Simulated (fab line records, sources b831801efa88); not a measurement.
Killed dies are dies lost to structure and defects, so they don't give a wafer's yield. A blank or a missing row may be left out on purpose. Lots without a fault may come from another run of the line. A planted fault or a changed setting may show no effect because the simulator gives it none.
Problem report in the 8D (eight disciplines) form, filled by code | flow sky130 | the parts of the form that need people (team, actions taken, sign-off) are left out

1. THE PROBLEM
run_length_s at SKY_VIA3_SOFTBAKE_08 reads a mean of 102.82 s on 1 wafer of 1 lot; wafers without a fault read 119.14 s with a standard deviation of 0.12. That is -99 or more standard deviations from the usual mean.
The step: time 90 s.
First seen on wafer L654.5, day 43 15:00, on litho_track-01. The record holds 36 wafers of 12 lots with a number at this step. Rule for "out", or "out of limits": more than 4 standard deviations from the usual mean. The other wafers with a number count as sound.

2. WHAT IT IS AND WHAT IT IS NOT
question                    | is                                 | is not
which readings at this step | run_length_s, heater_power_total_W | -
which lots                  | L654                               | L638, L639, L640, L641, L642, L643, L645, L646, L647, L659, L660
which wafers of those lots  | L654.5                             | L654.1, L654.6
read on which tools         | litho_track-01                     | litho_track-03, litho_track-04
when                        | from day 43 15:00                  | up to then (29 sound wafers); but 6 sound wafers of L659, L660 came after

3. SUSPECTS, AND WHAT RULES EACH OUT
Counting: a tool at a process step up to the reading stays a suspect if it ran every lot that is out. Sound lots after the first of them don't rule it out here, since some wafers of a struck lot are sound.
- plasma_asher-03 at SKY_RES_XHIGH_STRIP_08 (strips in O2/N2): kept. It ran the lot that is out, L654 (day 31 18:26); its last sound lot up to then is L647 (day 29 16:58).
- litho_track-01 at SKY_VIA3_SOFTBAKE_08 (time 90 s): kept. It ran the lot that is out, L654 (day 43 15:00); its last sound lot up to then is L646 (day 41 14:00). Its own readings are out on those wafers: heater_power_total_W, run_length_s.
Left after counting: plasma_asher-03 at SKY_RES_XHIGH_STRIP_08, litho_track-01 at SKY_VIA3_SOFTBAKE_08.

4. THE CAUSE (what the simulator had put in)
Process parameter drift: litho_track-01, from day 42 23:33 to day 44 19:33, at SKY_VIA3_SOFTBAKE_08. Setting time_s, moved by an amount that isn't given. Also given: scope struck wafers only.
Counting left 2 suspects, and this tool is among them.

5. THE CHAIN OF EFFECTS, in route order
Each row: a reading whose mean over the struck wafers that have a number lies more than 3 standard deviations from the usual. Only readings for which the record gives a usual standard deviation are gone through. hours: the time from each lot's start at the first step in this table that gives one to its start at this step, as a median over the lots. sigmas: the change in usual standard deviations.
hours | step                 | reading              | usual    | on struck wafers | change | sigmas
0     | SKY_VIA3_SOFTBAKE_08 | heater_power_total_W | 57.36 W  | 61.21            | +3.85  | +35
0     | SKY_VIA3_SOFTBAKE_08 | run_length_s         | 119.14 s | 102.82           | -16.32 | -99 or more
The process steps in it:
- SKY_VIA3_SOFTBAKE_08: time 90 s.

6. WHAT WOULD HAVE CAUGHT IT SOONER
In this record the first reading out of limits was taken at day 43 15:00, 15 hours after the fault began at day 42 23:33.
